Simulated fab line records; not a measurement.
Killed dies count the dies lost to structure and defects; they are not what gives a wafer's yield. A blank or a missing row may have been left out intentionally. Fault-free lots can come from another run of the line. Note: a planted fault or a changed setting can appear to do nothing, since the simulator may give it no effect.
fab line records / flow sky130
record: lots: 13 wafers: 38 last_day: 50
route steps=708 shown POLY_GATE@227 LDD_P@259 LDD_HVN@276 LDD_LDN@301
lots that met no fault: from a run of the same line without faults
start_h: hours from the record's opening day to when the first of the lot's shown wafers began / wait_h: time in hours since the lot's previous step / " repeats the value in the row above / L1.1+2: a single row standing in for several wafers / - no value, or no start was given / * or withheld: withheld / < > ~ a bound
route shown NAME@n: names a module that has steps shown in the file, with the first one's number in the route / usual: average and standard deviation across the fault-free wafers / same: alike in all rows / chamber/n: place in a boat / sites: readings site by site / _std_site: the values' standard deviation / _edge_site: inner sites' mean taken away from outer sites' mean / radius_mm: for every site, how far away it sits from the centre of the wafer / mask NAME#n: copy n / behind: tool/chamber where the wafer was last shaped / hold: what put the lot on hold/how long, in hours/how the hold closed / device: whichever transistor did not switch (one of n, p or np) / end of line: tests of these same wafers at the route's end / a step with no rows: only its recipe / killed: not the wafer's yield, but the dies lost to structure and defects at the first sort / map: a wafer's dies, marking killed ones x, the rest . and places with no die _
set.NAME: the setting the step ran with; set.NAME@STEP: the setting that earlier step ran with / model.NAME: the simulator's own value behind a step, which no gauge read
route steps across a sampled set of lots; one table per step, one row per wafer
services: a tool's chamber out of use, with start hour (start_h, from the record's first day; less than 0 if before it), hours out, and reason
== steps ==
step: SKY_POLY_GATE_CD_MEAS_13
recipe: target_cd_nm: 150
usual: cd_nm: 149.7/1.4
lot.wafer=L448.1 tool=cd_sem-02 chamber=- start_h=370.84 wait_h=- cd_nm=149.0
lot.wafer=L448.3 tool=cd_sem-02 chamber=- start_h=370.84 wait_h=- cd_nm=149.1
lot.wafer=L448.6 tool=cd_sem-02 chamber=- start_h=370.84 wait_h=- cd_nm=149.8
lot.wafer=L447.1 tool=cd_sem-02 chamber=- start_h=372.34 wait_h=- cd_nm=148.4
lot.wafer=L447.5 tool=cd_sem-02 chamber=- start_h=372.34 wait_h=- cd_nm=149.3
lot.wafer=L447.6 tool=cd_sem-02 chamber=- start_h=372.34 wait_h=- cd_nm=148.2
lot.wafer=L451.1 tool=cd_sem-02 chamber=- start_h=405.19 wait_h=- cd_nm=147.5
lot.wafer=L451.3 tool=cd_sem-02 chamber=- start_h=405.19 wait_h=- cd_nm=146.8
lot.wafer=L451.4 tool=cd_sem-02 chamber=- start_h=405.19 wait_h=- cd_nm=147.9
lot.wafer=L452.3 tool=cd_sem-02 chamber=- start_h=411.24 wait_h=- cd_nm=149.1
lot.wafer=L452.5 tool=cd_sem-02 chamber=- start_h=411.24 wait_h=- cd_nm=150.3
lot.wafer=L452.6 tool=cd_sem-02 chamber=- start_h=411.24 wait_h=- cd_nm=149.5
lot.wafer=L453.2 tool=cd_sem-01 chamber=- start_h=420.91 wait_h=- cd_nm=150.0
lot.wafer=L453.3 tool=cd_sem-01 chamber=- start_h=420.91 wait_h=- cd_nm=151.4
lot.wafer=L453.5 tool=cd_sem-01 chamber=- start_h=420.91 wait_h=- cd_nm=151.7
lot.wafer=L455.2 tool=cd_sem-01 chamber=- start_h=432.07 wait_h=- cd_nm=153.3
lot.wafer=L455.3 tool=cd_sem-01 chamber=- start_h=432.07 wait_h=- cd_nm=150.7
lot.wafer=L455.5 tool=cd_sem-01 chamber=- start_h=432.07 wait_h=- cd_nm=151.0
lot.wafer=L456.2 tool=cd_sem-02 chamber=- start_h=447.72 wait_h=- cd_nm=150.2
lot.wafer=L456.3 tool=cd_sem-02 chamber=- start_h=447.72 wait_h=- cd_nm=149.0
lot.wafer=L456.6 tool=cd_sem-02 chamber=- start_h=447.72 wait_h=- cd_nm=149.4
lot.wafer=L457.2 tool=cd_sem-01 chamber=- start_h=458.37 wait_h=- cd_nm=148.4
lot.wafer=L457.3 tool=cd_sem-01 chamber=- start_h=458.37 wait_h=- cd_nm=148.6
lot.wafer=L457.5 tool=cd_sem-01 chamber=- start_h=458.37 wait_h=- cd_nm=148.4
lot.wafer=L458.2 tool=cd_sem-01 chamber=- start_h=465.86 wait_h=- cd_nm=146.1
lot.wafer=L458.3 tool=cd_sem-01 chamber=- start_h=465.86 wait_h=- cd_nm=146.7
lot.wafer=L458.5 tool=cd_sem-01 chamber=- start_h=465.86 wait_h=- cd_nm=146.8
lot.wafer=L459.2 tool=cd_sem-02 chamber=- start_h=492.37 wait_h=- cd_nm=149.5
lot.wafer=L459.3 tool=cd_sem-02 chamber=- start_h=492.37 wait_h=- cd_nm=148.3
lot.wafer=L459.4 tool=cd_sem-02 chamber=- start_h=492.37 wait_h=- cd_nm=147.9
lot.wafer=L466.2 tool=cd_sem-01 chamber=- start_h=545.31 wait_h=- cd_nm=149.8
lot.wafer=L466.5 tool=cd_sem-01 chamber=- start_h=545.31 wait_h=- cd_nm=150.8
lot.wafer=L466.6 tool=cd_sem-01 chamber=- start_h=545.31 wait_h=- cd_nm=149.7
lot.wafer=L468.1 tool=cd_sem-01 chamber=- start_h=558.90 wait_h=- cd_nm=148.1
lot.wafer=L468.4 tool=cd_sem-01 chamber=- start_h=558.90 wait_h=- cd_nm=149.7
lot.wafer=L469.2 tool=cd_sem-02 chamber=- start_h=564.66 wait_h=- cd_nm=150.3
lot.wafer=L469.4 tool=cd_sem-02 chamber=- start_h=564.66 wait_h=- cd_nm=150.7
lot.wafer=L469.5 tool=cd_sem-02 chamber=- start_h=564.66 wait_h=- cd_nm=150.5
step: SKY_LDD_P_EXPOSE_04
recipe: mask_id: PSDM na: 0.6 source_shape: conventional sigma_outer: 0.6 polarization: unpolarized target_cd_nm: 380 dose_mj: 138
lot.wafer=L448.1+3+6 tool=iline_stepper-01 chamber=0 start_h=419.05 wait_h=- mask=PSDM#0
lot.wafer=L447.1+5+6 tool=iline_stepper-02 chamber=0 start_h=420.76 wait_h=- mask=PSDM#0
lot.wafer=L451.1+3+4 tool=iline_stepper-01 chamber=0 start_h=454.33 wait_h=- mask=PSDM#0
lot.wafer=L452.3+5+6 tool=iline_stepper-02 chamber=0 start_h=462.29 wait_h=- mask=PSDM#0
lot.wafer=L453.2+3+5 tool=iline_stepper-02 chamber=0 start_h=470.19 wait_h=- mask=PSDM#0
lot.wafer=L455.2+3+5 tool=iline_stepper-01 chamber=0 start_h=482.05 wait_h=- mask=PSDM#0
lot.wafer=L456.2+3+6 tool=iline_stepper-02 chamber=0 start_h=497.40 wait_h=- mask=PSDM#0
lot.wafer=L457.2+3+5 tool=iline_stepper-02 chamber=0 start_h=508.10 wait_h=- mask=PSDM#0
lot.wafer=L458.2+3+5 tool=iline_stepper-01 chamber=0 start_h=516.60 wait_h=- mask=PSDM#0
lot.wafer=L459.2+3+4 tool=iline_stepper-02 chamber=0 start_h=542.57 wait_h=- mask=PSDM#0
lot.wafer=L466.2+5+6 tool=iline_stepper-02 chamber=0 start_h=593.67 wait_h=- mask=PSDM#0
lot.wafer=L468.1+4 tool=iline_stepper-02 chamber=0 start_h=606.21 wait_h=- mask=PSDM#0
lot.wafer=L469.2+4+5 tool=iline_stepper-02 chamber=0 start_h=613.52 wait_h=- mask=PSDM#0
step: SKY_LDD_P_CD_MEAS_07
recipe: target_cd_nm: 380
usual: cd_nm: 379.8/2
lot.wafer=L448.1 tool=cd_sem-02 chamber=- start_h=433.75 wait_h=0.1 cd_nm=380.7
lot.wafer=L448.3 tool=cd_sem-02 chamber=- start_h=433.75 wait_h=0.1 cd_nm=380.2
lot.wafer=L448.6 tool=cd_sem-02 chamber=- start_h=433.75 wait_h=0.1 cd_nm=378.8
lot.wafer=L447.1 tool=cd_sem-02 chamber=- start_h=435.60 wait_h=0.1 cd_nm=381.2
lot.wafer=L447.5 tool=cd_sem-02 chamber=- start_h=435.60 wait_h=0.1 cd_nm=378.4
lot.wafer=L447.6 tool=cd_sem-02 chamber=- start_h=435.60 wait_h=0.1 cd_nm=381.0
lot.wafer=L451.1 tool=cd_sem-02 chamber=- start_h=469.20 wait_h=0.1 cd_nm=380.4
lot.wafer=L451.3 tool=cd_sem-02 chamber=- start_h=469.20 wait_h=0.1 cd_nm=378.9
lot.wafer=L451.4 tool=cd_sem-02 chamber=- start_h=469.20 wait_h=0.1 cd_nm=380.7
lot.wafer=L452.3 tool=cd_sem-01 chamber=- start_h=478.04 wait_h=0.1 cd_nm=377.9
lot.wafer=L452.5 tool=cd_sem-01 chamber=- start_h=478.04 wait_h=0.1 cd_nm=376.5
lot.wafer=L452.6 tool=cd_sem-01 chamber=- start_h=478.04 wait_h=0.1 cd_nm=378.1
lot.wafer=L453.2 tool=cd_sem-01 chamber=- start_h=485.75 wait_h=0.1 cd_nm=377.9
lot.wafer=L453.3 tool=cd_sem-01 chamber=- start_h=485.75 wait_h=0.1 cd_nm=378.4
lot.wafer=L453.5 tool=cd_sem-01 chamber=- start_h=485.75 wait_h=0.1 cd_nm=379.1
lot.wafer=L455.2 tool=cd_sem-01 chamber=- start_h=497.57 wait_h=0.1 cd_nm=383.7
lot.wafer=L455.3 tool=cd_sem-01 chamber=- start_h=497.57 wait_h=0.1 cd_nm=381.0
lot.wafer=L455.5 tool=cd_sem-01 chamber=- start_h=497.57 wait_h=0.1 cd_nm=380.1
lot.wafer=L456.2 tool=cd_sem-02 chamber=- start_h=512.62 wait_h=0.1 cd_nm=377.7
lot.wafer=L456.3 tool=cd_sem-02 chamber=- start_h=512.62 wait_h=0.1 cd_nm=378.8
lot.wafer=L456.6 tool=cd_sem-02 chamber=- start_h=512.62 wait_h=0.1 cd_nm=379.9
lot.wafer=L457.2 tool=cd_sem-01 chamber=- start_h=523.30 wait_h=0.1 cd_nm=383.2
lot.wafer=L457.3 tool=cd_sem-01 chamber=- start_h=523.30 wait_h=0.1 cd_nm=383.2
lot.wafer=L457.5 tool=cd_sem-01 chamber=- start_h=523.30 wait_h=0.1 cd_nm=381.8
lot.wafer=L458.2 tool=cd_sem-02 chamber=- start_h=531.42 wait_h=0.1 cd_nm=380.8
lot.wafer=L458.3 tool=cd_sem-02 chamber=- start_h=531.42 wait_h=0.1 cd_nm=380.8
lot.wafer=L458.5 tool=cd_sem-02 chamber=- start_h=531.42 wait_h=0.1 cd_nm=379.7
lot.wafer=L459.2 tool=cd_sem-02 chamber=- start_h=557.12 wait_h=0.1 cd_nm=374.3
lot.wafer=L459.3 tool=cd_sem-02 chamber=- start_h=557.12 wait_h=0.1 cd_nm=378.1
lot.wafer=L459.4 tool=cd_sem-02 chamber=- start_h=557.12 wait_h=0.1 cd_nm=377.9
lot.wafer=L466.2 tool=cd_sem-01 chamber=- start_h=608.47 wait_h=0.1 cd_nm=357.4
lot.wafer=L466.5 tool=cd_sem-01 chamber=- start_h=608.47 wait_h=0.1 cd_nm=379.9
lot.wafer=L466.6 tool=cd_sem-01 chamber=- start_h=608.47 wait_h=0.1 cd_nm=378.8
lot.wafer=L468.1 tool=cd_sem-02 chamber=- start_h=620.30 wait_h=0.1 cd_nm=354.8
lot.wafer=L468.4 tool=cd_sem-02 chamber=- start_h=620.30 wait_h=0.1 cd_nm=380.7
lot.wafer=L469.2 tool=cd_sem-01 chamber=- start_h=627.48 wait_h=0.1 cd_nm=351.8
lot.wafer=L469.4 tool=cd_sem-01 chamber=- start_h=627.48 wait_h=0.1 cd_nm=376.8
lot.wafer=L469.5 tool=cd_sem-01 chamber=- start_h=627.48 wait_h=0.1 cd_nm=380.8
step: SKY_LDD_HVN_STRIP_09
recipe: chemistry: O2/N2 power_w: 1400 pressure_mtorr: 1500 platen_temp_c: withheld o2_flow_sccm: 3000 n2_flow_sccm: 300 overash_fraction: 0.5
usual: drypump_motor_current_A: 5.51/0.2 oes_product_au: 0.408/0.0046 strip_time_to_endpoint_s: 4.137/0.014
lot.wafer=L448.1 tool=plasma_asher-02 chamber=0 start_h=465.29 wait_h=0.1 drypump_motor_current_A=5.48 oes_product_au=0.417 rf_hours_counter_h=33 strip_time_to_endpoint_s=4.136
lot.wafer=L448.3 tool=plasma_asher-02 chamber=1 start_h=465.29 wait_h=0.1 drypump_motor_current_A=5.48 oes_product_au=0.409 rf_hours_counter_h=- strip_time_to_endpoint_s=4.145
lot.wafer=L448.6 tool=plasma_asher-02 chamber=0 start_h=465.29 wait_h=0.1 drypump_motor_current_A=5.46 oes_product_au=0.411 rf_hours_counter_h=- strip_time_to_endpoint_s=4.144
lot.wafer=L447.1 tool=plasma_asher-03 chamber=0 start_h=466.47 wait_h=0.1 drypump_motor_current_A=5.42 oes_product_au=0.407 rf_hours_counter_h=68 strip_time_to_endpoint_s=4.139
lot.wafer=L447.5 tool=plasma_asher-03 chamber=0 start_h=466.47 wait_h=0.1 drypump_motor_current_A=5.41 oes_product_au=0.406 rf_hours_counter_h=- strip_time_to_endpoint_s=4.121
lot.wafer=L447.6 tool=plasma_asher-03 chamber=1 start_h=466.47 wait_h=0.1 drypump_motor_current_A=5.94 oes_product_au=0.401 rf_hours_counter_h=- strip_time_to_endpoint_s=4.131
lot.wafer=L451.1 tool=plasma_asher-02 chamber=1 start_h=500.42 wait_h=0.1 drypump_motor_current_A=5.56 oes_product_au=0.410 rf_hours_counter_h=36 strip_time_to_endpoint_s=4.135
lot.wafer=L451.3 tool=plasma_asher-02 chamber=0 start_h=500.42 wait_h=0.1 drypump_motor_current_A=5.45 oes_product_au=0.413 rf_hours_counter_h=- strip_time_to_endpoint_s=4.124
lot.wafer=L451.4 tool=plasma_asher-02 chamber=1 start_h=500.42 wait_h=0.1 drypump_motor_current_A=5.56 oes_product_au=0.405 rf_hours_counter_h=- strip_time_to_endpoint_s=4.134
lot.wafer=L452.3 tool=plasma_asher-03 chamber=0 start_h=508.91 wait_h=0.1 drypump_motor_current_A=5.42 oes_product_au=0.408 rf_hours_counter_h=- strip_time_to_endpoint_s=4.126
lot.wafer=L452.5 tool=plasma_asher-03 chamber=0 start_h=508.91 wait_h=0.1 drypump_motor_current_A=5.42 oes_product_au=0.400 rf_hours_counter_h=- strip_time_to_endpoint_s=4.137
lot.wafer=L452.6 tool=plasma_asher-03 chamber=1 start_h=508.91 wait_h=0.1 drypump_motor_current_A=5.96 oes_product_au=0.406 rf_hours_counter_h=- strip_time_to_endpoint_s=4.134
lot.wafer=L453.2 tool=plasma_asher-02 chamber=0 start_h=516.63 wait_h=0.1 drypump_motor_current_A=5.49 oes_product_au=0.406 rf_hours_counter_h=38 strip_time_to_endpoint_s=4.143
lot.wafer=L453.3 tool=plasma_asher-02 chamber=1 start_h=516.63 wait_h=0.1 drypump_motor_current_A=5.51 oes_product_au=0.414 rf_hours_counter_h=- strip_time_to_endpoint_s=4.145
lot.wafer=L453.5 tool=plasma_asher-02 chamber=1 start_h=516.63 wait_h=0.1 drypump_motor_current_A=5.50 oes_product_au=0.401 rf_hours_counter_h=- strip_time_to_endpoint_s=4.143
lot.wafer=L455.2 tool=plasma_asher-02 chamber=1 start_h=528.28 wait_h=0.1 drypump_motor_current_A=5.52 oes_product_au=0.410 rf_hours_counter_h=39 strip_time_to_endpoint_s=4.136
lot.wafer=L455.3 tool=plasma_asher-02 chamber=1 start_h=528.28 wait_h=0.1 drypump_motor_current_A=5.55 oes_product_au=0.401 rf_hours_counter_h=- strip_time_to_endpoint_s=4.133
lot.wafer=L455.5 tool=plasma_asher-02 chamber=0 start_h=528.28 wait_h=0.1 drypump_motor_current_A=5.46 oes_product_au=0.410 rf_hours_counter_h=- strip_time_to_endpoint_s=4.135
lot.wafer=L456.2 tool=plasma_asher-02 chamber=1 start_h=542.68 wait_h=0.1 drypump_motor_current_A=5.53 oes_product_au=0.408 rf_hours_counter_h=40 strip_time_to_endpoint_s=4.141
lot.wafer=L456.3 tool=plasma_asher-02 chamber=1 start_h=542.68 wait_h=0.1 drypump_motor_current_A=5.54 oes_product_au=0.411 rf_hours_counter_h=- strip_time_to_endpoint_s=4.162
lot.wafer=L456.6 tool=plasma_asher-02 chamber=1 start_h=542.68 wait_h=0.1 drypump_motor_current_A=5.54 oes_product_au=0.412 rf_hours_counter_h=- strip_time_to_endpoint_s=4.156
lot.wafer=L457.2 tool=plasma_asher-03 chamber=1 start_h=553.94 wait_h=0.1 drypump_motor_current_A=5.94 oes_product_au=0.402 rf_hours_counter_h=77 strip_time_to_endpoint_s=4.129
lot.wafer=L457.3 tool=plasma_asher-03 chamber=0 start_h=553.94 wait_h=0.1 drypump_motor_current_A=5.45 oes_product_au=0.408 rf_hours_counter_h=- strip_time_to_endpoint_s=4.139
lot.wafer=L457.5 tool=plasma_asher-03 chamber=1 start_h=553.94 wait_h=0.1 drypump_motor_current_A=5.95 oes_product_au=0.407 rf_hours_counter_h=- strip_time_to_endpoint_s=4.151
lot.wafer=L458.2 tool=plasma_asher-03 chamber=1 start_h=562.62 wait_h=0.1 drypump_motor_current_A=5.95 oes_product_au=0.410 rf_hours_counter_h=78 strip_time_to_endpoint_s=4.115
lot.wafer=L458.3 tool=plasma_asher-03 chamber=1 start_h=562.62 wait_h=0.1 drypump_motor_current_A=5.96 oes_product_au=0.412 rf_hours_counter_h=- strip_time_to_endpoint_s=4.135
lot.wafer=L458.5 tool=plasma_asher-03 chamber=0 start_h=562.62 wait_h=0.1 drypump_motor_current_A=5.42 oes_product_au=0.415 rf_hours_counter_h=- strip_time_to_endpoint_s=4.127
lot.wafer=L459.2 tool=plasma_asher-02 chamber=1 start_h=587.24 wait_h=0.1 drypump_motor_current_A=5.52 oes_product_au=0.396 rf_hours_counter_h=45 strip_time_to_endpoint_s=4.149
lot.wafer=L459.3 tool=plasma_asher-02 chamber=1 start_h=587.24 wait_h=0.1 drypump_motor_current_A=5.49 oes_product_au=0.414 rf_hours_counter_h=- strip_time_to_endpoint_s=4.124
lot.wafer=L459.4 tool=plasma_asher-02 chamber=0 start_h=587.24 wait_h=0.1 drypump_motor_current_A=5.47 oes_product_au=0.405 rf_hours_counter_h=- strip_time_to_endpoint_s=4.125
lot.wafer=L466.2 tool=plasma_asher-02 chamber=0 start_h=637.52 wait_h=0.1 drypump_motor_current_A=5.52 oes_product_au=0.402 rf_hours_counter_h=50 strip_time_to_endpoint_s=4.161
lot.wafer=L466.5 tool=plasma_asher-02 chamber=1 start_h=637.52 wait_h=0.1 drypump_motor_current_A=5.54 oes_product_au=0.405 rf_hours_counter_h=- strip_time_to_endpoint_s=4.118
lot.wafer=L466.6 tool=plasma_asher-02 chamber=0 start_h=637.52 wait_h=0.1 drypump_motor_current_A=5.48 oes_product_au=0.409 rf_hours_counter_h=- strip_time_to_endpoint_s=4.144
lot.wafer=L468.1 tool=plasma_asher-01 chamber=1 start_h=650.22 wait_h=0.1 drypump_motor_current_A=5.18 oes_product_au=0.405 rf_hours_counter_h=22 strip_time_to_endpoint_s=4.140
lot.wafer=L468.4 tool=plasma_asher-01 chamber=0 start_h=650.22 wait_h=0.1 drypump_motor_current_A=5.49 oes_product_au=0.403 rf_hours_counter_h=- strip_time_to_endpoint_s=4.108
lot.wafer=L469.2 tool=plasma_asher-03 chamber=0 start_h=657.08 wait_h=0.1 drypump_motor_current_A=5.42 oes_product_au=0.408 rf_hours_counter_h=87 strip_time_to_endpoint_s=4.143
lot.wafer=L469.4 tool=plasma_asher-03 chamber=0 start_h=657.08 wait_h=0.1 drypump_motor_current_A=5.43 oes_product_au=0.407 rf_hours_counter_h=- strip_time_to_endpoint_s=4.149
lot.wafer=L469.5 tool=plasma_asher-03 chamber=1 start_h=657.08 wait_h=0.1 drypump_motor_current_A=5.94 oes_product_au=0.406 rf_hours_counter_h=- strip_time_to_endpoint_s=4.138
step: SKY_LDD_LDN_STRIP_12
recipe: chemistry: O2/N2 power_w: 1400 pressure_mtorr: 1500 platen_temp_c: withheld o2_flow_sccm: 3000 n2_flow_sccm: 300 overash_fraction: 0.5
usual: drypump_motor_current_A: 5.52/0.23 oes_product_au: 0.716/0.0047 strip_time_to_endpoint_s: 14.19/0.031
lot.wafer=L448.1 tool=plasma_asher-03 chamber=0 start_h=527.47 wait_h=0.1 drypump_motor_current_A=5.42 oes_product_au=0.713 rf_hours_counter_h=74 strip_time_to_endpoint_s=14.17
lot.wafer=L448.3 tool=plasma_asher-03 chamber=0 start_h=527.47 wait_h=0.1 drypump_motor_current_A=5.42 oes_product_au=0.712 rf_hours_counter_h=- strip_time_to_endpoint_s=14.18
lot.wafer=L448.6 tool=plasma_asher-03 chamber=1 start_h=527.47 wait_h=0.1 drypump_motor_current_A=5.94 oes_product_au=0.722 rf_hours_counter_h=- strip_time_to_endpoint_s=14.16
lot.wafer=L447.1 tool=plasma_asher-01 chamber=0 start_h=528.34 wait_h=0.1 drypump_motor_current_A=5.47 oes_product_au=0.714 rf_hours_counter_h=10 strip_time_to_endpoint_s=14.18
lot.wafer=L447.5 tool=plasma_asher-01 chamber=1 start_h=528.34 wait_h=0.1 drypump_motor_current_A=5.23 oes_product_au=0.718 rf_hours_counter_h=- strip_time_to_endpoint_s=14.15
lot.wafer=L447.6 tool=plasma_asher-01 chamber=0 start_h=528.34 wait_h=0.1 drypump_motor_current_A=5.48 oes_product_au=0.717 rf_hours_counter_h=- strip_time_to_endpoint_s=14.16
lot.wafer=L451.1 tool=plasma_asher-03 chamber=0 start_h=561.63 wait_h=0.1 drypump_motor_current_A=5.45 oes_product_au=0.710 rf_hours_counter_h=77 strip_time_to_endpoint_s=14.15
lot.wafer=L451.3 tool=plasma_asher-03 chamber=0 start_h=561.63 wait_h=0.1 drypump_motor_current_A=5.45 oes_product_au=0.717 rf_hours_counter_h=- strip_time_to_endpoint_s=14.16
lot.wafer=L451.4 tool=plasma_asher-03 chamber=1 start_h=561.63 wait_h=0.1 drypump_motor_current_A=5.94 oes_product_au=0.719 rf_hours_counter_h=- strip_time_to_endpoint_s=14.18
lot.wafer=L452.3 tool=plasma_asher-03 chamber=0 start_h=570.76 wait_h=0.1 drypump_motor_current_A=5.42 oes_product_au=0.718 rf_hours_counter_h=- strip_time_to_endpoint_s=14.17
lot.wafer=L452.5 tool=plasma_asher-03 chamber=0 start_h=570.76 wait_h=0.1 drypump_motor_current_A=5.43 oes_product_au=0.717 rf_hours_counter_h=- strip_time_to_endpoint_s=14.21
lot.wafer=L452.6 tool=plasma_asher-03 chamber=1 start_h=570.76 wait_h=0.1 drypump_motor_current_A=5.95 oes_product_au=0.715 rf_hours_counter_h=- strip_time_to_endpoint_s=14.21
lot.wafer=L453.2 tool=plasma_asher-01 chamber=1 start_h=578.72 wait_h=0.1 drypump_motor_current_A=5.27 oes_product_au=0.723 rf_hours_counter_h=15 strip_time_to_endpoint_s=14.25
lot.wafer=L453.3 tool=plasma_asher-01 chamber=0 start_h=578.72 wait_h=0.1 drypump_motor_current_A=5.48 oes_product_au=0.716 rf_hours_counter_h=- strip_time_to_endpoint_s=14.17
lot.wafer=L453.5 tool=plasma_asher-01 chamber=1 start_h=578.72 wait_h=0.1 drypump_motor_current_A=5.26 oes_product_au=0.714 rf_hours_counter_h=- strip_time_to_endpoint_s=14.16
lot.wafer=L455.2 tool=plasma_asher-01 chamber=1 start_h=588.67 wait_h=0.1 drypump_motor_current_A=5.23 oes_product_au=0.707 rf_hours_counter_h=17 strip_time_to_endpoint_s=14.17
lot.wafer=L455.3 tool=plasma_asher-01 chamber=1 start_h=588.67 wait_h=0.1 drypump_motor_current_A=5.22 oes_product_au=0.714 rf_hours_counter_h=- strip_time_to_endpoint_s=14.21
lot.wafer=L455.5 tool=plasma_asher-01 chamber=1 start_h=588.67 wait_h=0.1 drypump_motor_current_A=5.21 oes_product_au=0.720 rf_hours_counter_h=- strip_time_to_endpoint_s=14.17
lot.wafer=L456.2 tool=plasma_asher-04 chamber=1 start_h=603.14 wait_h=0.1 drypump_motor_current_A=5.43 oes_product_au=0.721 rf_hours_counter_h=88 strip_time_to_endpoint_s=14.14
lot.wafer=L456.3 tool=plasma_asher-04 chamber=1 start_h=603.14 wait_h=0.1 drypump_motor_current_A=5.41 oes_product_au=0.719 rf_hours_counter_h=- strip_time_to_endpoint_s=14.20
lot.wafer=L456.6 tool=plasma_asher-04 chamber=0 start_h=603.14 wait_h=0.1 drypump_motor_current_A=5.69 oes_product_au=0.720 rf_hours_counter_h=- strip_time_to_endpoint_s=14.20
lot.wafer=L457.2 tool=plasma_asher-04 chamber=0 start_h=614.57 wait_h=0.1 drypump_motor_current_A=5.67 oes_product_au=0.712 rf_hours_counter_h=89 strip_time_to_endpoint_s=14.23
lot.wafer=L457.3 tool=plasma_asher-04 chamber=1 start_h=614.57 wait_h=0.1 drypump_motor_current_A=5.40 oes_product_au=0.714 rf_hours_counter_h=- strip_time_to_endpoint_s=14.25
lot.wafer=L457.5 tool=plasma_asher-04 chamber=1 start_h=614.57 wait_h=0.1 drypump_motor_current_A=5.37 oes_product_au=0.712 rf_hours_counter_h=- strip_time_to_endpoint_s=14.22
lot.wafer=L458.2 tool=plasma_asher-03 chamber=0 start_h=621.88 wait_h=0.1 drypump_motor_current_A=5.45 oes_product_au=0.722 rf_hours_counter_h=84 strip_time_to_endpoint_s=14.18
lot.wafer=L458.3 tool=plasma_asher-03 chamber=1 start_h=621.88 wait_h=0.1 drypump_motor_current_A=5.96 oes_product_au=0.717 rf_hours_counter_h=- strip_time_to_endpoint_s=14.18
lot.wafer=L458.5 tool=plasma_asher-03 chamber=1 start_h=621.88 wait_h=0.1 drypump_motor_current_A=5.96 oes_product_au=0.718 rf_hours_counter_h=- strip_time_to_endpoint_s=14.22
lot.wafer=L459.2 tool=plasma_asher-03 chamber=0 start_h=646.94 wait_h=0.1 drypump_motor_current_A=5.43 oes_product_au=0.725 rf_hours_counter_h=86 strip_time_to_endpoint_s=14.13
lot.wafer=L459.3 tool=plasma_asher-03 chamber=1 start_h=646.94 wait_h=0.1 drypump_motor_current_A=5.96 oes_product_au=0.730 rf_hours_counter_h=- strip_time_to_endpoint_s=14.20
lot.wafer=L459.4 tool=plasma_asher-03 chamber=0 start_h=646.94 wait_h=0.1 drypump_motor_current_A=5.46 oes_product_au=0.718 rf_hours_counter_h=- strip_time_to_endpoint_s=14.15
lot.wafer=L466.2 tool=plasma_asher-01 chamber=1 start_h=694.97 wait_h=0.1 drypump_motor_current_A=5.26 oes_product_au=0.710 rf_hours_counter_h=27 strip_time_to_endpoint_s=14.19
lot.wafer=L466.5 tool=plasma_asher-01 chamber=0 start_h=694.97 wait_h=0.1 drypump_motor_current_A=5.46 oes_product_au=0.714 rf_hours_counter_h=- strip_time_to_endpoint_s=14.21
lot.wafer=L466.6 tool=plasma_asher-01 chamber=1 start_h=694.97 wait_h=0.1 drypump_motor_current_A=5.27 oes_product_au=0.711 rf_hours_counter_h=- strip_time_to_endpoint_s=14.19
lot.wafer=L468.1 tool=plasma_asher-04 chamber=0 start_h=707.19 wait_h=0.1 drypump_motor_current_A=5.70 oes_product_au=0.707 rf_hours_counter_h=99 strip_time_to_endpoint_s=14.17
lot.wafer=L468.4 tool=plasma_asher-04 chamber=1 start_h=707.19 wait_h=0.1 drypump_motor_current_A=5.37 oes_product_au=0.723 rf_hours_counter_h=- strip_time_to_endpoint_s=14.16
lot.wafer=L469.2 tool=plasma_asher-04 chamber=1 start_h=713.72 wait_h=0.1 drypump_motor_current_A=5.37 oes_product_au=0.712 rf_hours_counter_h=100 strip_time_to_endpoint_s=14.21
lot.wafer=L469.4 tool=plasma_asher-04 chamber=1 start_h=713.72 wait_h=0.1 drypump_motor_current_A=5.37 oes_product_au=0.720 rf_hours_counter_h=- strip_time_to_endpoint_s=14.23
lot.wafer=L469.5 tool=plasma_asher-04 chamber=0 start_h=713.72 wait_h=0.1 drypump_motor_current_A=5.67 oes_product_au=0.716 rf_hours_counter_h=- strip_time_to_endpoint_s=14.21
== services ==
tool=iline_stepper-02 chamber=- start_h=399.92 hours=17.0 kind=repair
tool=plasma_asher-01 chamber=- start_h=421.25 hours=9.0 kind=pm
tool=plasma_asher-01 chamber=0 start_h=421.25 hours=10.6 kind=vent_cycle
tool=plasma_asher-01 chamber=1 start_h=421.25 hours=10.6 kind=vent_cycle
tool=iline_stepper-02 chamber=- start_h=428.59 hours=1.7 kind=pm
tool=plasma_asher-01 chamber=- start_h=429.01 hours=2.8 kind=repair
tool=plasma_asher-01 chamber=0 start_h=430.25 hours=- kind=clean
tool=plasma_asher-01 chamber=1 start_h=430.25 hours=- kind=clean
tool=iline_stepper-01 chamber=- start_h=444.36 hours=4.4 kind=repair
tool=plasma_asher-02 chamber=- start_h=445.45 hours=1.6 kind=repair
tool=plasma_asher-02 chamber=- start_h=484.70 hours=1.3 kind=repair
tool=iline_stepper-02 chamber=- start_h=520.88 hours=2.1 kind=pm
tool=iline_stepper-02 chamber=- start_h=522.97 hours=- kind=consumable_replace:lamp
tool=iline_stepper-02 chamber=- start_h=539.70 hours=2.0 kind=repair
tool=plasma_asher-02 chamber=- start_h=580.76 hours=0.4 kind=repair
tool=iline_stepper-01 chamber=- start_h=581.38 hours=1.7 kind=pm
tool=iline_stepper-02 chamber=- start_h=596.16 hours=5.0 kind=repair
tool=iline_stepper-01 chamber=- start_h=604.19 hours=4.4 kind=pm
tool=plasma_asher-01 chamber=- start_h=640.96 hours=1.7 kind=repair
tool=iline_stepper-02 chamber=- start_h=646.68 hours=1.7 kind=pm
tool=plasma_asher-01 chamber=- start_h=664.20 hours=0.3 kind=repair
tool=plasma_asher-01 chamber=- start_h=676.96 hours=2.5 kind=repair
tool=plasma_asher-03 chamber=- start_h=707.60 hours=4.6 kind=repair
== key ==
first_sign: step: SKY_LDD_P_CD_MEAS_07 reading: cd_nm direction: down sigmas: 13 usual: 379.8 struck: 354.7
effect none on later readings
met_at SKY_LDD_P_EXPOSE_04
struck_lots L466,L468,L469
struck_wafers L466.2,L468.1,L469.2
tester_left_out L466,L468,L469
not_acting_at SKY_POLY_GATE_CD_MEAS_13,SKY_LDD_HVN_STRIP_09,SKY_LDD_LDN_STRIP_12
onset_between 542.57 593.67
fault: kind: process_parameter_drift tool: iline_stepper-02 chamber: - onset_h: 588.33 steps: SKY_LDD_P_EXPOSE_04 channel: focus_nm offset: 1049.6 shape: step end_h: 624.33 scope: struck_wafers_only
tester_left_out: of these lots the tester's yield and bins aren't shown, on N5 and GAA mostly nor the transistor test; their killed dies are dies lost to structure and defects alone, not to doping, threshold or leakage, so they don't give the yield
